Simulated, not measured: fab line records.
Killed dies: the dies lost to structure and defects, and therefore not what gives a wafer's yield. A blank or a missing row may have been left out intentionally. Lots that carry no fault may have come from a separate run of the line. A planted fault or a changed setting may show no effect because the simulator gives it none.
A struck lot beside a sound one -- flow sky130 -- 17 steps out of a route of 708
Sound: these wafers, L350.1, L350.4, L350.5. Struck: wafer L354.1; the same lot's L354.2 was not struck, so it is left out; see the end for the cause.
Per side, at each step with rows, come the tool, then ch with its chambers, and then its first start. Under that, the readings that differ: sound wafers -- struck wafers -- difference of the means -- sigmas: that difference in standard deviations of wafers without a fault.
alike: readings with means less than 2 such deviations apart, plus words and numbers identical on both sides. not compared: withheld readings, readings lacking a value on some wafer, bounds such as >300 that could conceal the same value, and numbers that have no deviation in the record and whose values overlap.
Wherever a step has rows on one side only, a row that says differs or no value, or a row with sigmas, the two part there. Non-overlapping numbers with no deviation appear without sigmas and do not part them. A reading missing from all wafers of one side parts the sides only when that side holds two or more wafers.

SKY_FIELD_ISO_BOW_MEAS_00:
  sound: filmMetro-02 at day 2 06:00; struck: filmMetro-02 at day 3 02:00
  alike: INCOMING_BOW
then, 1 step without rows for these wafers: SKY_FIELD_ISO_OXIDATION_01 (stabilise 600 s, purge 300 s, target thk 12 nm).
SKY_FIELD_ISO_THK_MEAS_02:
  sound: filmMetro-01 at day 2 10:13; struck: filmMetro-02 at day 3 05:58
  alike: FIELD_ISO_OXIDATION_00_THK
then, 1 step without rows for these wafers: SKY_FIELD_ISO_CVD_03 (deposits Si3N4 from DCS/NH3, target thk 165 nm, time 2830 s).
SKY_FIELD_ISO_THK_MEAS_04:
  sound: filmMetro-01 at day 2 13:14; struck: filmMetro-02 at day 3 07:48
  alike: FIELD_ISO_CVD_03_THK
then, 2 steps without rows for these wafers: SKY_FIELD_ISO_DEHYDRATE_05 (time 60 s); SKY_FIELD_ISO_HMDS_06 (prime time 60 s).
SKY_FIELD_ISO_COAT_07: resist thk 60 nm.
  sound on lithoTrack-02 ch 0, day 2 20:04; struck on lithoTrack-03 ch 0, day 3 15:31
  not compared: chillPlateTempC
then, 5 steps without rows for these wafers: SKY_FIELD_ISO_COAT_08 (resist thk 450 nm); SKY_FIELD_ISO_SOFTBAKE_09 (time 90 s); SKY_FIELD_ISO_EXPOSE_10 (exposes mask FOM, target cd 150 nm); SKY_FIELD_ISO_PEB_11; SKY_FIELD_ISO_DEVELOP_12 (develop time 60 s).
SKY_FIELD_ISO_CD_MEAS_13: the cd target is 150 nm.
  sound: cdSem-01 at day 3 03:17; struck: cdSem-01 at day 3 23:58
  alike: cdNm
SKY_FIELD_ISO_ETCH_14: etches BARC in N2/H2, stops on SiO2, time 45.9 s, target depth 60 nm.
  sound on rieDiel-04 ch 0,1,2, day 3 03:25; struck on rieDiel-02 ch 0, day 4 00:05
reading,sound,struck,difference,sigmas
oesProductAu (a.u.),0.867 0.861 0.855,0.840,-0.021,-4
model.etch.depthNm (nm),60.06 60.15 60.2,59.15,-0.99,
  alike: chamberPressureMTorr, drypumpMotorCurrentA, throttleValvePct
  not compared: rfHoursCounterH
SKY_FIELD_ISO_ETCH_15: etches the open film in CHF3/O2, stops on Si, target depth 180 nm, time 72 s.
  sound on rieDiel-04 ch 0,1,2, day 3 03:27; struck on rieDiel-02 ch 0, day 4 00:08
  alike: chamberPressureMTorr, drypumpMotorCurrentA, oesProductAu, throttleValvePct
  not compared: rfHoursCounterH
SKY_PAD_OPEN_PROBE_99:
  rows exist in the record for the sound wafers here (prober-02, day 46 20:10), none for the struck ones

WHERE THEY PART
Earliest at SKY_FIELD_ISO_ETCH_14; latest, in this record, at SKY_PAD_OPEN_PROBE_99.

WHY: whatever the simulator had introduced
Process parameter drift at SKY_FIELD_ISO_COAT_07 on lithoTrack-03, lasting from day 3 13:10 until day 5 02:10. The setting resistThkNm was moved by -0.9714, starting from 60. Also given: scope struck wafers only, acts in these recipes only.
